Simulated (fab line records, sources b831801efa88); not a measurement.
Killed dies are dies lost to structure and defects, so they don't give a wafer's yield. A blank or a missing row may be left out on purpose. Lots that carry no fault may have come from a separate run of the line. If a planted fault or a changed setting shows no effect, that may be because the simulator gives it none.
Matching of chambers + flow sky130 + SKY_PASSIVATION_CVD_00 on pecvd-01: 3 sister chambers
The step deposits SiO2, target thk 90 nm. 3 wafers are shown with their chamber, then 8 later ones without.

## EACH WAFER AND ITS CHAMBER
| wafer  | chamber | heater power w (W) |
|--------|---------|--------------------|
| L405.1 | 2       | 743                |
| L414.2 | 0       | 657                |
| L416.3 | 1       | 669                |

## WAFERS WHOSE CHAMBER IS MISSING
| wafer  | heater power w (W) |
|--------|--------------------|
| L416.4 | 809                |
| L416.6 | 560                |
| L417.1 | 582                |
| L417.5 | 641                |
| L417.6 | 611                |
| L420.2 | 549                |
| L420.3 | 668                |
| L420.6 | 648                |

## WHICH CHAMBER EACH WENT THROUGH
| wafer  | from the rows above          | in truth |
|--------|------------------------------|----------|
| L416.4 | can't be placed: 2 or 1 or 0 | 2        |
| L416.6 | can't be placed: 0 or 1 or 2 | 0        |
| L417.1 | can't be placed: 0 or 1 or 2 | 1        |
| L417.5 | can't be placed: 0 or 1 or 2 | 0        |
| L417.6 | can't be placed: 0 or 1 or 2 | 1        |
| L420.2 | can't be placed: 0 or 1 or 2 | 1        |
| L420.3 | can't be placed: 1 or 0 or 2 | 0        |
| L420.6 | can't be placed: 0 or 1 or 2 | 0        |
Placed correctly: 0 of 8. These rows do not allow placing 8 (true chamber among the candidates in 8). Placed wrongly: 0.
How it was worked out, from the rows above alone: a wafer's distance from a chamber is the root of the sum, over the readings, of the square of ((its reading less the chamber's mean) divided by the reading's scatter). The wafer belongs to the nearest chamber; if the next one is less than 2 further off, it can't be placed. A chamber's mean is the mean of its shown wafers. The scatter (one wafer shown for each chamber): square how far every hidden wafer sits from the nearest shown wafer, average those squares and take the square root.
